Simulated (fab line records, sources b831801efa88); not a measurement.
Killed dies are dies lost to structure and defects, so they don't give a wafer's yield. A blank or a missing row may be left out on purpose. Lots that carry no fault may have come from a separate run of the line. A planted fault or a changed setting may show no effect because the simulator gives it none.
Which tool is to blame? :: flow sky130 :: 12 lots, 36 wafers sampled, at 4 steps of a route of 708

## WHAT THE GAUGES READ, wafer by wafer
SKY_METAL1_RS_MEAS_05: uses a four-point probe to measure.
lot: L859
measured: day 30 22:54
on: film-metro-02
METAL1_ALCU_RS (ohm/sq): 0.1287 0.1290 0.1272

lot: L860
measured: day 31 20:21
on: film-metro-01
METAL1_ALCU_RS (ohm/sq): 0.1264 0.1268 0.1266

lot: L861
measured: day 31 22:14
on: film-metro-02
METAL1_ALCU_RS (ohm/sq): 0.1286 0.1280 0.1275

lot: L867
measured: day 34 05:16
on: film-metro-01
METAL1_ALCU_RS (ohm/sq): 0.1265 0.1279 0.1266

lot: L868
measured: day 34 14:25
on: film-metro-01
METAL1_ALCU_RS (ohm/sq): 0.1282 0.1273 0.1283

lot: L875
measured: day 37 06:17
on: film-metro-01
METAL1_ALCU_RS (ohm/sq): 0.1255 0.1253 0.1247

lot: L876
measured: day 37 10:00
on: film-metro-04
METAL1_ALCU_RS (ohm/sq): 0.1281 0.1267 0.1267

lot: L874
measured: day 37 13:31
on: film-metro-02
METAL1_ALCU_RS (ohm/sq): 0.1264 0.1259 0.1265

lot: L878
measured: day 37 16:45
on: film-metro-02
METAL1_ALCU_RS (ohm/sq): 0.1278 0.1288 0.1275

lot: L880
measured: day 38 21:58
on: film-metro-01
METAL1_ALCU_RS (ohm/sq): 0.1296 0.1280 0.1275

lot: L882
measured: day 38 22:10
on: film-metro-02
METAL1_ALCU_RS (ohm/sq): 0.1286 0.1286 0.1294

lot: L881
measured: day 39 02:55
on: film-metro-04
METAL1_ALCU_RS (ohm/sq): 0.1271 0.1282 0.1264

## WHICH TOOL RAN EACH LOT (tool, then ch and the chambers of the sampled wafers, then the start)
lot: L859
SKY_CONTACT_ETCH_17: rie-diel-04 ch 0,1,3, day 30 21:25
SKY_CONTACT_CMP_27: cmp-02 ch 0,1, day 30 22:28
SKY_METAL1_SPUTTER_01: pvd-sputter-04, day 30 22:47

lot: L860
SKY_CONTACT_ETCH_17: rie-diel-04 ch 1,3, day 31 18:52
SKY_CONTACT_CMP_27: cmp-02 ch 0,1,3, day 31 19:59
SKY_METAL1_SPUTTER_01: pvd-sputter-02, day 31 20:13

lot: L861
SKY_CONTACT_ETCH_17: rie-diel-03 ch 1,2, day 31 20:46
SKY_CONTACT_CMP_27: cmp-02 ch 1,2, day 31 21:50
SKY_METAL1_SPUTTER_01: pvd-sputter-04, day 31 22:07

lot: L867
SKY_CONTACT_ETCH_17: rie-diel-03 ch 0,1,2, day 34 03:47
SKY_CONTACT_CMP_27: cmp-02 ch 0,2, day 34 04:52
SKY_METAL1_SPUTTER_01: pvd-sputter-01, day 34 05:08

lot: L868
SKY_CONTACT_ETCH_17: rie-diel-03 ch 0,1,3, day 34 12:55
SKY_CONTACT_CMP_27: cmp-02 ch 0,1,3, day 34 13:59
SKY_METAL1_SPUTTER_01: pvd-sputter-01, day 34 14:16

lot: L875
SKY_CONTACT_ETCH_17: rie-diel-01 ch 0,2, day 37 04:32
SKY_CONTACT_CMP_27: cmp-02 ch 2,3, day 37 05:50
SKY_METAL1_SPUTTER_01: pvd-sputter-02, day 37 06:10

lot: L876
SKY_CONTACT_ETCH_17: rie-diel-04 ch 0,1,3, day 37 08:25
SKY_CONTACT_CMP_27: cmp-02 ch 0,1,3, day 37 09:32
SKY_METAL1_SPUTTER_01: pvd-sputter-04, day 37 09:52

lot: L874
SKY_CONTACT_ETCH_17: rie-diel-04 ch 0,1,2, day 37 11:59
SKY_CONTACT_CMP_27: cmp-02 ch 0,1, day 37 13:07
SKY_METAL1_SPUTTER_01: pvd-sputter-02, day 37 13:23

lot: L878
SKY_CONTACT_ETCH_17: rie-diel-04 ch 0,1, day 37 15:13
SKY_CONTACT_CMP_27: cmp-01 ch 2,3, day 37 16:15
SKY_METAL1_SPUTTER_01: pvd-sputter-04, day 37 16:34

lot: L880
SKY_CONTACT_ETCH_17: rie-diel-01 ch 0,2,3, day 38 20:26
SKY_CONTACT_CMP_27: cmp-01 ch 0,2,3, day 38 21:31
SKY_METAL1_SPUTTER_01: pvd-sputter-02, day 38 21:50

lot: L882
SKY_CONTACT_ETCH_17: rie-diel-03 ch 1,3, day 38 20:34
SKY_CONTACT_CMP_27: cmp-02 ch 0,1,2, day 38 21:45
SKY_METAL1_SPUTTER_01: pvd-sputter-04, day 38 22:01

lot: L881
SKY_CONTACT_ETCH_17: rie-diel-03 ch 0,1,2, day 39 01:14
SKY_CONTACT_CMP_27: cmp-01 ch 0,1,2, day 39 02:29
SKY_METAL1_SPUTTER_01: pvd-sputter-02, day 39 02:49
- SKY_CONTACT_ETCH_17: etches SiO2 in C4F8/O2/Ar, stops on Si3N4, target depth 340 nm.
- SKY_CONTACT_CMP_27: polishes, stops on SiO2, t overpolish 15 s, target thk 0 nm.
- SKY_METAL1_SPUTTER_01: material TiN, target thk 20 nm, time 16.7 s.

## AS READ BY THE TOOLS THEMSELVES (means over the sampled wafers that have a number; for cases with no such wafer, the mark the record gives instead)
SKY_CONTACT_ETCH_17.
lot: L859
tool: rie-diel-04
oes-product-au (a.u.): 0.890
rf-fwd-power-W (W): 1483

lot: L860
tool: rie-diel-04
oes-product-au (a.u.): 0.890
rf-fwd-power-W (W): 1479

lot: L861
tool: rie-diel-03
oes-product-au (a.u.): 0.890
rf-fwd-power-W (W): 1485

lot: L867
tool: rie-diel-03
oes-product-au (a.u.): 0.899
rf-fwd-power-W (W): 1487

lot: L868
tool: rie-diel-03
oes-product-au (a.u.): 0.892
rf-fwd-power-W (W): 1486

lot: L875
tool: rie-diel-01
oes-product-au (a.u.): 0.894
rf-fwd-power-W (W): 1495

lot: L876
tool: rie-diel-04
oes-product-au (a.u.): 0.892
rf-fwd-power-W (W): 1491

lot: L874
tool: rie-diel-04
oes-product-au (a.u.): 0.895
rf-fwd-power-W (W): 1489

lot: L878
tool: rie-diel-04
oes-product-au (a.u.): 0.895
rf-fwd-power-W (W): 1487

lot: L880
tool: rie-diel-01
oes-product-au (a.u.): 0.885
rf-fwd-power-W (W): 1492

lot: L882
tool: rie-diel-03
oes-product-au (a.u.): 0.889
rf-fwd-power-W (W): 1489

lot: L881
tool: rie-diel-03
oes-product-au (a.u.): 0.893
rf-fwd-power-W (W): 1483

SKY_CONTACT_CMP_27.
lot: L859
tool: cmp-02
motor-current-A (A): 10.9
overpolish-run-s (s): 14.989
retaining-ring-pressure-frac: 1.006
time-to-endpoint-s (s): 79

lot: L860
tool: cmp-02
motor-current-A (A): 10.3
overpolish-run-s (s): 15.001
retaining-ring-pressure-frac: 1.000
time-to-endpoint-s (s): 83

lot: L861
tool: cmp-02
motor-current-A (A): 10.5
overpolish-run-s (s): 15.006
retaining-ring-pressure-frac: 0.997
time-to-endpoint-s (s): 82

lot: L867
tool: cmp-02
motor-current-A (A): 11.0
overpolish-run-s (s): 17.834
retaining-ring-pressure-frac: 0.996
time-to-endpoint-s (s): 85

lot: L868
tool: cmp-02
motor-current-A (A): 10.2
overpolish-run-s (s): 17.827
retaining-ring-pressure-frac: 1.000
time-to-endpoint-s (s): 88

lot: L875
tool: cmp-02
motor-current-A (A): 10.1
overpolish-run-s (s): 15.000
retaining-ring-pressure-frac: 1.002
time-to-endpoint-s (s): 84

lot: L876
tool: cmp-02
motor-current-A (A): 10.3
overpolish-run-s (s): 15.006
retaining-ring-pressure-frac: 0.997
time-to-endpoint-s (s): 79

lot: L874
tool: cmp-02
motor-current-A (A): 10.6
overpolish-run-s (s): 15.002
retaining-ring-pressure-frac: 0.999
time-to-endpoint-s (s): 83

lot: L878
tool: cmp-01
motor-current-A (A): 10.4
overpolish-run-s (s): 15.007
retaining-ring-pressure-frac: 1.001
time-to-endpoint-s (s): 84

lot: L880
tool: cmp-01
motor-current-A (A): 10.6
overpolish-run-s (s): 15.005
retaining-ring-pressure-frac: 0.998
time-to-endpoint-s (s): 79

lot: L882
tool: cmp-02
motor-current-A (A): 10.8
overpolish-run-s (s): 14.996
retaining-ring-pressure-frac: 0.995
time-to-endpoint-s (s): 83

lot: L881
tool: cmp-01
motor-current-A (A): 10.5
overpolish-run-s (s): 15.005
retaining-ring-pressure-frac: 1.002
time-to-endpoint-s (s): 80

SKY_METAL1_SPUTTER_01.
lot: L859
tool: pvd-sputter-04
chamber-pressure-pa (Pa): 0.4001
throttle-valve-pct (%): 30.1

lot: L860
tool: pvd-sputter-02
chamber-pressure-pa (Pa): 0.3999
throttle-valve-pct (%): 30.1

lot: L861
tool: pvd-sputter-04
chamber-pressure-pa (Pa): 0.4003
throttle-valve-pct (%): 29.6

lot: L867
tool: pvd-sputter-01
chamber-pressure-pa (Pa): 0.4006
throttle-valve-pct (%): 29.6

lot: L868
tool: pvd-sputter-01
chamber-pressure-pa (Pa): 0.4002
throttle-valve-pct (%): 29.7

lot: L875
tool: pvd-sputter-02
chamber-pressure-pa (Pa): 0.4011
throttle-valve-pct (%): 30.0

lot: L876
tool: pvd-sputter-04
chamber-pressure-pa (Pa): 0.4002
throttle-valve-pct (%): 29.5

lot: L874
tool: pvd-sputter-02
chamber-pressure-pa (Pa): 0.3996
throttle-valve-pct (%): 30.1

lot: L878
tool: pvd-sputter-04
chamber-pressure-pa (Pa): 0.4003
throttle-valve-pct (%): 29.6

lot: L880
tool: pvd-sputter-02
chamber-pressure-pa (Pa): 0.4004
throttle-valve-pct (%): 30.0

lot: L882
tool: pvd-sputter-04
chamber-pressure-pa (Pa): 0.4003
throttle-valve-pct (%): 28.8

lot: L881
tool: pvd-sputter-02
chamber-pressure-pa (Pa): 0.4000
throttle-valve-pct (%): 30.8

## THE ANSWER, worked out from the rows above alone
Rule: what is usual is taken from the lots themselves. The widest of any qualifying gaps counts: lots, ordered by their means at a reading, are off when they make up no more than a third of the lots, leave a main group of 4 or more, and stand apart from it by 3 or more times the standard deviation of that group's means. Not used: any main group whose means are identical at the precision the tables above print for the reading. A lot without any number at a reading at which 4 lots or more have one is off too. Where the step has rows for the other lots, those lots are counted as sound. First the gauges in route order, then the tools' own readings, where a lot's mean is used as printed above. The first step at which some lot is off is used, and at that step the reading that is off furthest; a lot without a number counts as furthest.
Off at SKY_CONTACT_CMP_27 (overpolish-run-s): L867, L868. Main group: mean 15.002 s, sd 0.0053.
If a tool, at that step or one of the process steps before it, ran each lot that is off and ran no sound lot following the first of them, it fits. Not one of the candidates tried fits.

## WHAT THE SIMULATOR HAD PUT IN
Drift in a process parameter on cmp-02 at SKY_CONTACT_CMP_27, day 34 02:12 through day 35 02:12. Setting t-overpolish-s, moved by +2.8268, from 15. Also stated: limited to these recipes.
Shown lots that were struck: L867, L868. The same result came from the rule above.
